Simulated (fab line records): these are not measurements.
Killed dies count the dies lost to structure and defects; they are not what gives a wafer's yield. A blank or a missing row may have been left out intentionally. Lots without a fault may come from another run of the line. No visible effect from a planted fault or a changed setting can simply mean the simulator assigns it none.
Which tool did it? ; flow gf180mcu ; 14 lots with 42 wafers sampled at 3 steps, on a route of 602 steps

WHAT THE GAUGES READ, wafer by wafer
GF_NWELL_OVL_MEAS_07.
lot;measured;on;NWELL_OVL (nm)
L287;day 3 09:00;overlay-01;-0.1 1.4 1.3
L288;day 3 13:40;overlay-02;0.1 -1.3 -0.7
L289;day 3 19:25;overlay-02;-1.3 -3.3 -3.3
L293;day 4 18:22;overlay-02;-2.7 1.7 0.8
L294;day 5 00:02;overlay-01;0.8 -1.3 -0.6
L296;day 5 10:40;overlay-02;-0.2 -1.1 0.1
L297;day 5 15:06;overlay-02;0.2 1.4 1.9
L298;day 5 20:06;overlay-01;0.3 -1.5 0.0
L299;day 6 00:58;overlay-01;2.2 0.0 2.1
L300;day 6 07:06;overlay-02;-1.1 0.4 2.2
L303;day 7 05:33;overlay-02;-1.4 -1.4 0.1
L308;day 8 08:36;overlay-02;-0.8 -1.4 -0.2
L309;day 8 13:08;overlay-02;-0.3 -1.0 -1.6
L310;day 8 18:13;overlay-02;0.3 1.2 0.2

GF_HV_LDD_OVL_MEAS_08.
lot;measured;on;HV_LDD_OVL (nm)
L287;day 10 10:04;overlay-02;-0.2 0.2 1.8
L288;day 10 20:58;overlay-01;-0.4 1.3 2.4
L289;day 10 21:05;overlay-02;0.5 0.9 3.1
L293;day 12 07:04;overlay-02;1.8 -0.7 -0.3
L294;day 12 19:07;overlay-01;-1.0 -1.0 -1.7
L296;day 13 03:24;overlay-01;-1.1 -1.6 0.1
L297;day 13 06:14;overlay-01;1.8 1.2 -0.6
L298;day 13 14:04;overlay-01;-0.9 0.6 -1.9
L299;day 13 19:25;overlay-01;-0.6 -0.9 -1.3
L300;day 14 04:05;overlay-01;-1.7 -0.7 -2.0
L303;day 15 08:44;overlay-01;-0.2 -0.4 -1.6
L308;day 17 01:11;overlay-01;1.0 0.0 -1.4
L309;day 17 05:01;overlay-02;-3.1 0.0 -1.1
L310;day 17 12:58;overlay-01;-0.2 0.4 -1.8

WHICH TOOL RAN EACH LOT (tool, then ch and the chambers of the sampled wafers, then the start)
lot;GF_POLY_GATE_PEB_08
L287;litho-track-01 ch 0, day 9 09:58
L288;litho-track-03 ch 0, day 9 18:01
L289;litho-track-02 ch 0, day 9 22:06
L293;litho-track-01 ch 0, day 11 09:38
L294;litho-track-03 ch 0, day 11 20:17
L296;litho-track-02 ch 0, day 12 04:55
L297;litho-track-03 ch 0, day 12 05:59
L298;litho-track-01 ch 0, day 12 15:45
L299;litho-track-03 ch 0, day 12 21:13
L300;litho-track-01 ch 0, day 13 04:20
L303;litho-track-02 ch 0, day 14 09:19
L308;litho-track-03 ch 0, day 15 23:28
L309;litho-track-03 ch 0, day 16 04:11
L310;litho-track-01 ch 0, day 16 11:56
- GF_POLY_GATE_PEB_08: peb time 90 s.

AS READ BY THE TOOLS THEMSELVES (means over the sampled wafers that have a number; for cases with no such wafer, the mark the record gives instead)
GF_POLY_GATE_PEB_08.
lot;tool;heater-power-total-W (W)
L287;litho-track-01;85.75
L288;litho-track-03;85.70
L289;litho-track-02;85.65
L293;litho-track-01;85.71
L294;litho-track-03;85.79
L296;litho-track-02;85.71
L297;litho-track-03;85.63
L298;litho-track-01;86.13
L299;litho-track-03;85.73
L300;litho-track-01;86.51
L303;litho-track-02;85.64
L308;litho-track-03;85.73
L309;litho-track-03;85.78
L310;litho-track-01;85.66

THE ANSWER, worked out from the rows above alone
Rule: the lots themselves supply what counts as usual. The widest of any qualifying gaps counts: lots, ordered by their means at a reading, are off when they make up no more than a third of the lots, leave a main group of 4 or more, and stand apart from it by 3 or more times the standard deviation of that group's means. The tables above print the reading to a certain number of digits; a main group whose means all agree to those digits is not used. Also off: a lot with no number at a reading for which 4 or more lots have one. The other lots that the step has rows for count as sound. The gauges are gone through in route order, then the tools' own readings, and for those a lot's mean is taken as printed above. The first step at which some lot is off is used, and at that step the reading that is off furthest; a lot without a number counts as furthest.
Off, at GF_POLY_GATE_PEB_08 on heater-power-total-W: L298, L300. Main group: mean 85.71 W, sd 0.051.
If a tool, at that step or one of the process steps before it, ran each lot that is off and ran no sound lot following the first of them, it fits. No candidate that was tried fits.

WHAT THE SIMULATOR PUT IN
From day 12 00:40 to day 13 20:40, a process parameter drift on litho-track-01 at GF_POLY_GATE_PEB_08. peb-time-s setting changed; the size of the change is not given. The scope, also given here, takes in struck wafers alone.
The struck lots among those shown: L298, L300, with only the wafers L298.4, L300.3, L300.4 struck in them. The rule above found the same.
